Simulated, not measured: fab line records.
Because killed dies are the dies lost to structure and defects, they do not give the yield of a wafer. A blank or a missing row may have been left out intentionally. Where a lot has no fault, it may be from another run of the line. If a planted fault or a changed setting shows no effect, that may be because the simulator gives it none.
fab line records	flow sky130
record: lots: 6	wafers: 18	lastDay: 50
route steps=708 shown FIELD_ISO@18 PAD_OPEN@708
lots untouched by any fault: they come from a run of this same line in which no faults occurred
startH: hours from the record's first day to the start of the lot's first wafer shown	waitH: time in hours since the lot's previous step	" as in the row above	L1.1+2: a row that stands for several wafers	- no value, or no start was given	* or withheld: withheld	< > ~ a bound
route shown NAME@n: names a module that has steps shown in the file, with the first one's number in the route	usual: mean/standard deviation of fault-free wafers	same: alike in all rows	chamber/n: place in a boat	sites: per-site readings	_std_site: standard deviation across them	_edge_site: inner sites' mean taken away from outer sites' mean	radiusMm: how far each site lies from the wafer's centre	mask NAME#n: copy n	behind: the most recent tool/chamber to have shaped the wafer	hold: cause of the lot's hold/its duration in hours/its outcome	device: the n, p or np transistor that did not switch	end of line: the same wafers' tests at the end of the route	for a step that has no rows: nothing shown but its recipe	killed: the dies lost at the first sort to structure and to defects; this is not the yield of the wafer	map: per-die view of a wafer (x killed, . not killed, _ where there is no die)
set.NAME: the run value of the setting; set.NAME@STEP: its run value at that earlier step	model.NAME: the simulator's own value behind a step, which no gauge read
lots at selected steps of the route; one table per step, one row per wafer
services: the hour from which a tool's chamber was out of use, counted from the record's first day as startH (under 0 if before that day), plus the number of hours and why
== steps ==
step: SKY_FIELD_ISO_ETCH_17
recipe: targetDepthA: 3420	maskMaterial: Si3N4	chemistry: HBr/Cl2/O2	target: Si	taperDeg: 5	icpW: 600	biasW: 150	pressureMtorr: 15	HBr_flow_sccm: 150	Cl2_flow_sccm: 40	O2_flow_sccm: 6	timeS: 97.7
usual: HBr_flow_sccm: 150.0/0.39	O2_flow_sccm: 5.999/0.019	biasW: 150.0/0.44	drypumpMotorCurrentA: 5.7/0.4	oesProductAu: 1.003/0.007	throttleValvePct: 25.654/0.009
lot.wafer	tool	chamber	startH	waitH	HBr_flow_sccm	O2_flow_sccm	biasW	drypumpMotorCurrentA	oesProductAu	rfHoursCounterH	throttleValvePct
L961.1	rieSi-02	2	31.34	0.1	150.0	6.024	150.6	5.8	0.999	57	25.661
L961.2	"	3	"	"	150.3	5.984	149.6	5.2	1.007	59	25.657
L961.3	"	3	"	"	150.6	5.988	150.6	5.2	0.996	-	25.654
L975.2	rieSi-01	3	103.25	0.1	150.4	6.019	149.6	6.0	0.993	2	25.656
L975.3	"	1	"	"	149.8	6.014	150.3	4.9	0.998	1	25.644
L975.4	"	0	"	"	150.0	6.035	150.4	5.7	0.997	3	25.662
L976.1	rieSi-02	2	109.47	0.1	150.5	5.986	150.2	5.8	1.002	58	25.648
L976.3	"	0	"	"	150.0	5.989	150.1	5.6	0.999	1	25.654
L976.5	"	1	"	"	149.5	5.981	150.1	6.1	1.011	-	25.655
L977.3	rieSi-01	1	113.74	0.0	149.9	5.996	150.3	5.0	1.010	1	25.641
L977.4	"	0	"	"	150.0	5.992	150.2	5.6	0.994	3	25.661
L977.6	"	0	"	"	150.6	6.000	149.5	5.7	0.987	-	25.648
L982.1	rieSi-02	3	139.60	0.1	150.2	5.971	149.9	5.3	1.018	60	25.655
L982.2	"	2	"	"	149.9	6.022	149.7	5.9	0.998	58	25.661
L982.3	"	1	"	"	149.6	6.019	149.6	6.1	1.007	1	25.659
L984.2	rieSi-01	0	148.32	0.1	149.5	6.011	150.5	5.7	0.996	3	25.661
L984.3	"	1	"	"	150.6	5.997	149.7	5.0	0.999	1	25.664
L984.5	"	0	"	"	149.9	6.013	150.5	5.7	0.992	-	25.667
step: SKY_FIELD_ISO_WET_ETCH_18
recipe: chemistry: H3PO4	targetDepthNm: 25	tempC: 160	target: Si3N4	timeS: 286
step: SKY_FIELD_ISO_CLEAN_19
recipe: chemistry: SC1/SC2	mix: 1:4:20	tempC: 70	timeS: 150
step: SKY_FIELD_ISO_CLEAN_20
recipe: chemistry: dHF	timeS: 20	dilution: 100:1
step: SKY_FIELD_ISO_WET_ETCH_21
recipe: chemistry: dHF	dilution: 100:1	targetDepthNm: 20	dry: ipaMarangoni	target: SiO2	tempC: 25	timeS: 400
step: SKY_FIELD_ISO_OXIDATION_22
recipe: tempC: 950	ambient: O2	stabiliseS: 600	purgeS: 300	targetThkA: 100	oxTimeS: 623
step: SKY_FIELD_ISO_THK_MEAS_23
recipe: reads: SiO2_of_FIELD_ISO_OXIDATION_22
usual: FIELD_ISO_OXIDATION_01_THK: 10.03/0.18
lot.wafer	tool	chamber	startH	waitH	FIELD_ISO_OXIDATION_01_THK[nm]
L961.1	filmMetro-02	-	33.21	0.0	9.99
L961.2	"	-	"	"	10.03
L961.3	"	-	"	"	9.94
L975.2	filmMetro-04	-	105.96	0.0	9.92
L975.3	"	-	"	"	9.85
L975.4	"	-	"	"	9.88
L976.1	filmMetro-04	-	111.01	0.0	10.34
L976.3	"	-	"	"	10.45
L976.5	"	-	"	"	10.20
L977.3	filmMetro-02	-	115.30	0.0	10.22
L977.4	"	-	"	"	10.27
L977.6	"	-	"	"	10.16
L982.1	filmMetro-01	-	143.62	0.0	10.34
L982.2	"	-	"	"	10.41
L982.3	"	-	"	"	10.24
L984.2	filmMetro-01	-	152.31	0.0	10.10
L984.3	"	-	"	"	10.19
L984.5	"	-	"	"	10.24
step: SKY_FIELD_ISO_CVD_24
recipe: material: SiO2	targetThkNm: 595	tempC: 650	sigmaOpenFrac: 0.3	timeS: 99.2	sih4FlowSccm: 60	pressureMtorr: 6
step: SKY_FIELD_ISO_THK_MEAS_25
recipe: reads: SiO2_of_FIELD_ISO_CVD_24
usual: FIELD_ISO_CVD_24_THK: 597/6.4
lot.wafer	tool	chamber	startH	waitH	FIELD_ISO_CVD_24_THK[nm]
L961.1	filmMetro-01	-	33.35	0.0	592
L961.2	"	-	"	"	595
L961.3	"	-	"	"	595
L975.2	filmMetro-02	-	106.09	0.0	590
L975.3	"	-	"	"	590
L975.4	"	-	"	"	587
L976.1	filmMetro-01	-	111.14	0.0	604
L976.3	"	-	"	"	605
L976.5	"	-	"	"	604
L977.3	filmMetro-04	-	115.44	0.1	596
L977.4	"	-	"	"	601
L977.6	"	-	"	"	601
L982.1	filmMetro-04	-	143.76	0.0	596
L982.2	"	-	"	"	597
L982.3	"	-	"	"	595
L984.2	filmMetro-02	-	152.45	0.0	600
L984.3	"	-	"	"	596
L984.5	"	-	"	"	599
step: SKY_FIELD_ISO_ANNEAL_26
recipe: tempC: 1000	timeS: 1800	ambient: N2
step: SKY_FIELD_ISO_CMP_27
recipe: stopOn: Si3N4	tOverpolishS: 16	downForcePsi: 4	platenRpm: 60	targetThkNm: 457.8	padVelocityMS: 0.94248
usual: motorCurrentA: 12.5/1.1	overpolishRunS: 15.999/0.0088	timeToEndpointS: 111/4.3
same: tOverpolishS: 16
lot.wafer	tool	chamber	startH	waitH	motorCurrentA	overpolishRunS	timeToEndpointS
L961.2	cmp-02	0	34.91	0.0	11.1	16.000	104
L961.1	"	1	"	"	11.5	15.998	109
L961.3	"	2	"	"	14.5	16.000	106
L975.3	cmp-01	2	107.64	0.0	11.5	15.992	111
L975.2	"	0	"	"	13.7	16.009	110
L975.4	"	1	"	"	13.9	15.989	102
L976.3	cmp-01	0	112.75	0.1	13.4	15.992	110
L976.1	"	1	"	"	13.0	15.989	111
L976.5	"	3	"	"	11.9	15.997	109
L977.4	cmp-01	2	117.03	0.1	11.6	15.996	107
L977.3	"	0	"	"	13.3	16.002	108
L977.6	"	1	"	"	12.8	16.013	106
L982.3	cmp-01	3	145.32	0.0	11.9	16.002	116
L982.1	"	0	"	"	13.2	15.994	115
L982.2	"	2	"	"	12.3	15.983	115
L984.2	cmp-02	0	155.37	0.0	10.6	16.002	110
L984.3	"	1	"	"	11.2	15.991	113
L984.5	"	0	"	"	10.8	15.998	111
step: SKY_FIELD_ISO_WET_ETCH_28
recipe: chemistry: dHF	targetDepthNm: 23.7	target: SiO2	dilution: 10:1	tempC: 25	timeS: 47
step: SKY_FIELD_ISO_WET_ETCH_29
recipe: chemistry: H3PO4	targetDepthNm: 160	target: Si3N4	tempC: 160	timeS: 1825
usual: bathGuardTempC: 159.9/0.53	bathHeatDutyPct: 27.2/1.8
lot.wafer	tool	chamber	startH	waitH	bathGuardTempC	bathHeatDutyPct	model.Si3N4_of_FIELD_ISO_CVD_03.thkNm
L961.1	wetBench-03	0	35.26	0.0	159.9	28.5	0
L961.2	"	0	"	"	160.1	30.4	0
L961.3	"	0	"	"	159.8	28.8	0
L975.2	wetBench-03	1	107.96	0.0	-	-	121.5
L975.3	"	1	"	"	-	-	121.2
L975.4	"	1	"	"	-	-	120.9
L976.1	wetBench-01	3	113.03	0.0	-	-	119.1
L976.3	"	3	"	"	-	-	119.5
L976.5	"	3	"	"	-	-	117.9
L977.3	wetBench-03	1	117.30	0.0	159.3	25.8	0
L977.4	"	1	"	"	159.3	26.8	0
L977.6	"	1	"	"	159.0	24.9	0
L982.1	wetBench-04	1	145.70	0.1	160.2	26.6	0
L982.2	"	1	"	"	160.5	28.2	0
L982.3	"	1	"	"	160.3	27.6	0
L984.2	wetBench-03	2	155.69	0.0	161.0	26.9	0
L984.3	"	2	"	"	160.8	27.8	0
L984.5	"	2	"	"	160.6	26.0	0
step: SKY_FIELD_ISO_WET_ETCH_30
recipe: chemistry: dHF	targetDepthNm: 25	target: SiO2	dilution: 10:1	tempC: 25	timeS: 50
step: SKY_PAD_OPEN_PROBE_99
usual: killed_at_M0_to_M3: 42/7.3	killed_at_M4_up: 3.2/1.8	killedAtContacts: 25/5.2	killedAtFrontEnd: 15/4.6	killedAtOther: 0.3/0.62	killedDies: 85/9.9	killedOnRim: 17/3.9	killedOpen: 46/7.1	killedShort: 38/5.7
same: grossDies: 492	killedAtBackSide: 0
lot.wafer	tool	chamber	startH	waitH	killed_at_M0_to_M3	killed_at_M4_up	killedAtContacts	killedAtFrontEnd	killedAtOther	killedDies	killedOnRim	killedOpen	killedShort
L961.1	prober-01	-	1073.72	0.1	44	4	24	18	1	91	19	56	35
L961.2	prober-01	-	1073.77	0.1	39	2	21	15	1	78	14	45	33
L961.3	prober-01	-	1073.82	0.2	41	1	22	17	0	81	12	41	40
L975.2	prober-02	-	1154.97	0.1	33	0	25	434	0	492	96	39	35
L975.3	prober-02	-	1155.02	0.2	34	7	30	421	0	492	96	52	32
L975.4	prober-02	-	1155.07	0.2	31	2	25	434	0	492	96	26	41
L976.1	prober-01	-	1165.05	0.1	42	4	18	428	0	492	96	38	35
L976.3	prober-01	-	1165.15	0.2	38	3	26	425	0	492	96	48	33
L976.5	prober-01	-	1165.25	0.2	49	1	28	414	0	492	96	50	35
L977.3	prober-02	-	1168.82	0.2	39	4	28	15	0	86	19	52	34
L977.4	prober-02	-	1168.87	0.2	29	5	32	7	0	73	13	38	35
L977.6	prober-02	-	1168.97	0.2	47	7	18	8	0	80	21	46	34
L982.1	prober-01	-	1191.67	0.1	31	2	21	11	0	65	14	37	28
L982.2	prober-01	-	1191.72	0.1	42	2	25	14	0	83	11	43	40
L982.3	prober-01	-	1191.77	0.2	27	3	31	10	2	73	13	43	30
L984.2	prober-01	-	1197.10	0.1	49	2	23	15	0	89	21	59	30
L984.3	prober-01	-	1197.15	0.2	38	5	17	15	0	75	8	37	38
L984.5	prober-01	-	1197.25	0.2	42	3	29	14	0	88	13	51	37
killed by level:class
L961.1 VIA2:geometricParticle:open=10 VIA1:geometricParticle:open=9 LI_CONTACT:geometricParticle:open=8 CONTACT:geometricParticle:open=8 CONTACT:geometricParticle:short=6 FIELD_ISO:geometricParticle:open=5 METAL1:geometricParticle:short=5 POLY_GATE:geometricParticle:open=4
L961.2 VIA1:geometricParticle:open=11 LI_CONTACT:geometricParticle:open=10 POLY_GATE:geometricParticle:open=6 VIA3:geometricParticle:open=6 METAL1:geometricParticle:short=6 LOCAL_INTERCONNECT:geometricParticle:short=5 FIELD_ISO:geometricParticle:short=4 VIA3:geometricParticle:short=4
L961.3 VIA1:geometricParticle:open=10 CONTACT:geometricParticle:open=9 METAL1:geometricParticle:short=7 VIA3:geometricParticle:open=6 LI_CONTACT:geometricParticle:open=5 METAL2:geometricParticle:short=5 FIELD_ISO:geometricParticle:short=4 LOCAL_INTERCONNECT:geometricParticle:short=4
L975.2 FIELD_ISO:areaEtch=418 VIA1:geometricParticle:open=11 CONTACT:geometricParticle:open=7 LI_CONTACT:geometricParticle:short=6 FIELD_ISO:geometricParticle:short=5 POLY_GATE:geometricParticle:open=5 CONTACT:geometricParticle:short=5 METAL2:geometricParticle:short=5
L975.3 FIELD_ISO:areaEtch=408 VIA1:geometricParticle:open=14 CONTACT:geometricParticle:open=11 LI_CONTACT:geometricParticle:open=7 METAL4:geometricParticle:short=6 LOCAL_INTERCONNECT:geometricParticle:short=5 METAL2:geometricParticle:short=5 FIELD_ISO:geometricParticle:short=4
L975.4 FIELD_ISO:areaEtch=425 CONTACT:geometricParticle:open=8 METAL2:geometricParticle:short=7 CONTACT:geometricParticle:short=6 VIA2:geometricParticle:short=6 VIA3:geometricParticle:open=5 LI_CONTACT:geometricParticle:open=5 FIELD_ISO:geometricParticle:short=4
L976.1 FIELD_ISO:areaEtch=419 VIA1:geometricParticle:open=12 CONTACT:geometricParticle:open=10 METAL2:geometricParticle:short=6 FIELD_ISO:geometricParticle:short=4 METAL1:geometricParticle:short=4 VIA1:geometricParticle:short=4 CONTACT:geometricParticle:short=3
L976.3 FIELD_ISO:areaEtch=411 CONTACT:geometricParticle:open=10 VIA2:geometricParticle:open=9 LI_CONTACT:geometricParticle:open=7 VIA3:geometricParticle:open=5 LOCAL_INTERCONNECT:geometricParticle:short=4 METAL1:geometricParticle:short=4 METAL2:geometricParticle:short=4
L976.5 FIELD_ISO:areaEtch=407 VIA1:geometricParticle:open=14 CONTACT:geometricParticle:open=10 VIA1:geometricParticle:short=9 LI_CONTACT:geometricParticle:open=8 VIA2:geometricParticle:open=7 LOCAL_INTERCONNECT:geometricParticle:short=5 METAL2:geometricParticle:short=4
L977.3 CONTACT:geometricParticle:open=13 FIELD_ISO:geometricParticle:open=8 VIA3:geometricParticle:open=8 VIA1:geometricParticle:open=8 LI_CONTACT:geometricParticle:open=6 METAL1:geometricParticle:short=4 VIA1:geometricParticle:short=4 METAL2:geometricParticle:short=4
L977.4 CONTACT:geometricParticle:open=11 LI_CONTACT:geometricParticle:open=8 VIA3:geometricParticle:open=7 LOCAL_INTERCONNECT:geometricParticle:short=6 CONTACT:geometricParticle:short=6 VIA2:geometricParticle:open=6 METAL4:geometricParticle:short=4 FIELD_ISO:geometricParticle:short=3
L977.6 VIA1:geometricParticle:open=14 CONTACT:geometricParticle:open=9 VIA3:geometricParticle:open=8 VIA2:geometricParticle:open=6 METAL1:geometricParticle:short=5 METAL4:geometricParticle:short=4 CONTACT:geometricParticle:short=4 VIA1:geometricParticle:short=4
L982.1 VIA2:geometricParticle:open=7 LI_CONTACT:geometricParticle:open=6 CONTACT:geometricParticle:open=6 VIA1:geometricParticle:open=5 POLY_GATE:geometricParticle:open=4 METAL3:geometricParticle:short=4 METAL2:geometricParticle:short=4 CONTACT:geometricParticle:short=3
L982.2 CONTACT:geometricParticle:open=12 LI_CONTACT:geometricParticle:open=7 VIA1:geometricParticle:open=7 VIA2:geometricParticle:open=7 FIELD_ISO:geometricParticle:short=6 METAL1:geometricParticle:short=6 VIA1:geometricParticle:short=5 CONTACT:geometricParticle:short=4
L982.3 LI_CONTACT:geometricParticle:open=9 CONTACT:geometricParticle:short=8 CONTACT:geometricParticle:open=7 VIA3:geometricParticle:open=7 VIA2:geometricParticle:open=6 METAL1:geometricParticle:short=4 VIA1:geometricParticle:short=4 FIELD_ISO:geometricParticle:open=3
L984.2 VIA1:geometricParticle:open=15 CONTACT:geometricParticle:open=9 VIA2:geometricParticle:open=9 LI_CONTACT:geometricParticle:open=8 VIA1:geometricParticle:short=5 POLY_GATE:geometricParticle:open=4 POLY_GATE:geometricParticle:short=4 CONTACT:geometricParticle:short=4
L984.3 CONTACT:geometricParticle:open=6 VIA1:geometricParticle:open=6 VIA3:geometricParticle:open=6 VIA2:geometricParticle:open=5 METAL1:geometricParticle:short=5 VIA1:geometricParticle:short=5 FIELD_ISO:geometricParticle:open=4 SPACER:geometricParticle:short=4
L984.5 CONTACT:geometricParticle:open=14 VIA1:geometricParticle:open=9 VIA2:geometricParticle:open=7 VIA3:geometricParticle:open=6 FIELD_ISO:geometricParticle:short=5 VIA2:geometricParticle:short=5 LI_CONTACT:geometricParticle:short=4 LI_CONTACT:geometricParticle:open=4
map L975.2 (x killed, . not)
__________xxxxxxxxxx_________
________xxxxxxxxxxxxxx_______
______xxxxxxxxxxxxxxxxxx_____
_____xxxxxxxxxxxxxxxxxxxx____
____xxxxxxxxxxxxxxxxxxxxxx___
___xxxxxxxxxxxxxxxxxxxxxxxx__
__xxxxxxxxxxxxxxxxxxxxxxxxxx_
_xxxxxxxxxxxxxxxxxxxxxxxxxxxx
_xxxxxxxxxxxxxxxxxxxxxxxxxxxx
_xxxxxxxxxxxxxxxxxxxxxxxxxxxx
_xxxxxxxxxxxxxxxxxxxxxxxxxxxx
_xxxxxxxxxxxxxxxxxxxxxxxxxxxx
_xxxxxxxxxxxxxxxxxxxxxxxxxxxx
_xxxxxxxxxxxxxxxxxxxxxxxxxxxx
_xxxxxxxxxxxxxxxxxxxxxxxxxxxx
__xxxxxxxxxxxxxxxxxxxxxxxxxx_
___xxxxxxxxxxxxxxxxxxxxxxxx__
____xxxxxxxxxxxxxxxxxxxxxx___
_____xxxxxxxxxxxxxxxxxxxx____
______xxxxxxxxxxxxxxxxxx_____
________xxxxxxxxxxxxxx_______
__________xxxxxxxxxx_________
map L976.1 (x killed, . not)
__________xxxxxxxxxx_________
________xxxxxxxxxxxxxx_______
______xxxxxxxxxxxxxxxxxx_____
_____xxxxxxxxxxxxxxxxxxxx____
____xxxxxxxxxxxxxxxxxxxxxx___
___xxxxxxxxxxxxxxxxxxxxxxxx__
__xxxxxxxxxxxxxxxxxxxxxxxxxx_
_xxxxxxxxxxxxxxxxxxxxxxxxxxxx
_xxxxxxxxxxxxxxxxxxxxxxxxxxxx
_xxxxxxxxxxxxxxxxxxxxxxxxxxxx
_xxxxxxxxxxxxxxxxxxxxxxxxxxxx
_xxxxxxxxxxxxxxxxxxxxxxxxxxxx
_xxxxxxxxxxxxxxxxxxxxxxxxxxxx
_xxxxxxxxxxxxxxxxxxxxxxxxxxxx
_xxxxxxxxxxxxxxxxxxxxxxxxxxxx
__xxxxxxxxxxxxxxxxxxxxxxxxxx_
___xxxxxxxxxxxxxxxxxxxxxxxx__
____xxxxxxxxxxxxxxxxxxxxxx___
_____xxxxxxxxxxxxxxxxxxxx____
______xxxxxxxxxxxxxxxxxx_____
________xxxxxxxxxxxxxx_______
__________xxxxxxxxxx_________
== services ==
tool	chamber	startH	hours	kind
cmp-02	-	8.36	0.6	repair
cmp-02	-	24.82	0.3	repair
rieSi-02	0	28.89	3.2	repair
cmp-01	-	34.49	4.8	pm
rieSi-02	0	36.98	-	clean
rieSi-02	0	36.98	16.9	scheduledDown
rieSi-02	0	36.98	16.9	ventCycle
cmp-02	-	40.86	1.1	repair
cmp-01	-	41.22	0.7	repair
rieSi-01	2	43.01	8.7	repair
cmp-01	-	64.00	4.0	pm
rieSi-01	3	64.17	2.6	repair
cmp-01	-	68.00	-	consumableReplace:conditioner
cmp-01	-	68.00	-	consumableReplace:pad
wetBench-01	-	71.15	1.0	repair
cmp-02	-	85.35	1.7	repair
cmp-02	-	92.20	0.6	repair
wetBench-01	-	97.22	1.9	pm
cmp-02	-	116.56	1.6	repair
== key ==
firstSign: step: SKY_FIELD_ISO_WET_ETCH_29	reading: toolRecord	direction: missing
effect: step: SKY_PAD_OPEN_PROBE_99	reading: killedAtFrontEnd	direction: up	sigmas: 90	usual: 15	struck: 426
modelEffect: step: SKY_FIELD_ISO_WET_ETCH_29	value: Si3N4_of_FIELD_ISO_CVD_03.thkNm	without: 0	struck: 120
moreKillsBornAt: SKY_FIELD_ISO_WET_ETCH_29@wetBench-03: 1251	SKY_FIELD_ISO_WET_ETCH_29@wetBench-01: 1237
metAt SKY_FIELD_ISO_WET_ETCH_29
struckWafers L975.2,L975.3,L975.4,L976.1,L976.3,L976.5
laterRowsLeftOut L975.2,L975.3,L975.4,L976.1,L976.3,L976.5
testerLeftOut L975,L976
onsetBetween 35.26 107.96
fault: kind: skippedStepWhole	tool: wetBench-01,wetBench-03	chamber: -	onsetH: 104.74	steps: SKY_FIELD_ISO_WET_ETCH_29	scope: struckLotsOnly
testerLeftOut: of these lots the tester's yield and bins aren't shown, on N5 and GAA mostly nor the transistor test; their killed dies are dies lost to structure and defects alone, not to doping, threshold or leakage, so they don't give the yield
laterRowsLeftOut: the simulator's readings of these wafers behind a module that went badly wrong aren't trusted and aren't shown, but for the sort
